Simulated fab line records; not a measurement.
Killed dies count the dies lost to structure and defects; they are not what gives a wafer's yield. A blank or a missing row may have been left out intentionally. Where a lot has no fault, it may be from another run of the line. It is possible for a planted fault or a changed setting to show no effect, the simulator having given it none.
2 desks, one fault	flow sky130	each desk holds nothing but its own numbers, with what lay behind them at the end

METROLOGY DESK
What the gauges read for every lot (on any tool): the sampled wafers with a number, averaged. If a lot's mean is further than 4 standard deviations from the usual mean, the lot is out of limits and carries the mark OUT (the distance appears in the brackets).
Columns: A = NWELL_2_TW at SKY_NWELL_TW_MEAS_26, usual 499.7; B = PWDE_RS at SKY_NWELL_RS_MEAS_31, usual 5274 ohm/sq; C = VT_ADJUST_HVTP_OVL at SKY_VT_ADJUST_HVTP_OVL_MEAS_08, usual 0.5 nm; D = cdNm at SKY_VT_ADJUST_NCORE_CD_MEAS_07, usual 380.5 nm
lot	first seen here	A	B	C	D
L434	day 5 14:00	495.3	5258	-1.1	381.2
L435	day 5 18:58	500.4	5287	0.3	386.9
L437	day 6 02:17	497.8	5270	3.7	381.1
L440	day 7 00:32	504.1	5261	-0.1	378.4
L441	day 7 05:30	502.5	5285	0.3	379.5
L443	day 7 14:20	30.5 (-99 or more) OUT	5270	1.6	379.8
L450	day 9 11:52	497.5	5242	-1.1	377.0
L451	day 9 12:11	497.5	5284	0.0	382.1
L452	day 10 05:04	498.3	5293	-1.0	380.1
L453	day 10 08:41	501.2	5268	-1.4	380.0
L454	day 10 10:07	499.7	5291	-0.7	382.7
L456	day 11 09:14	502.0	5242	-0.1	381.5
L457	day 11 13:07	495.9	5284	0.3	377.1
This desk's finding: out of limits on L443; first on L443, day 7 14:20 (NWELL_2_TW at SKY_NWELL_TW_MEAS_26). In limits: L434, L435, L437, L440, L441, L450, L451, L452, L453, L454, L456, L457.

TOOL OWNER'S DESK, plasmaAsher-03
The tool's own readings at SKY_NWELL_STRIP_14 (strips in O2/N2): means of the sampled wafers that have a number, for each lot that ran on this tool. If a lot's mean is further than 4 standard deviations from the usual mean, the lot is out of limits and carries the mark OUT (the distance appears in the brackets).
Columns: A = drypumpMotorCurrentA at SKY_NWELL_STRIP_14, usual 5.9 A; B = n2FlowSccm at SKY_NWELL_STRIP_14, usual 299.9 sccm; C = oesProductAu at SKY_NWELL_STRIP_14, usual 0.723 a.u.; D = stripTimeToEndpointS at SKY_NWELL_STRIP_14, usual 36.94 s
lot	first seen here	A	B	C	D
L443	day 6 19:19	5.9	301.8	0.881 (+33) OUT	-
L452	day 9 07:43	5.9	298.7	0.720	36.83
L456	day 10 09:02	5.9	300.5	0.723	36.94
L457	day 10 14:13	5.6	300.2	0.725	37.05
This desk's finding: out of limits on L443; first on L443, day 6 19:19 (oesProductAu at SKY_NWELL_STRIP_14). In limits: L452, L456, L457.

TAKEN TOGETHER
At day 6 19:19, on L443, the tool owner's desk was in a position to raise an alarm.
Metrology desk: alarm possible at day 7 14:20 on L443.
Of the lots named, all ran SKY_NWELL_STRIP_14 on plasmaAsher-03.

WHAT THE SIMULATOR HAD INSERTED
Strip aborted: plasmaAsher-03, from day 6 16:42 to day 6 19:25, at SKY_NWELL_STRIP_14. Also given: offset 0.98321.
Struck lots among those shown: L443.
Counting hours from when the fault started, the first reading out of limits came at 3 for the tool owner's desk and at 22 for the metrology desk.
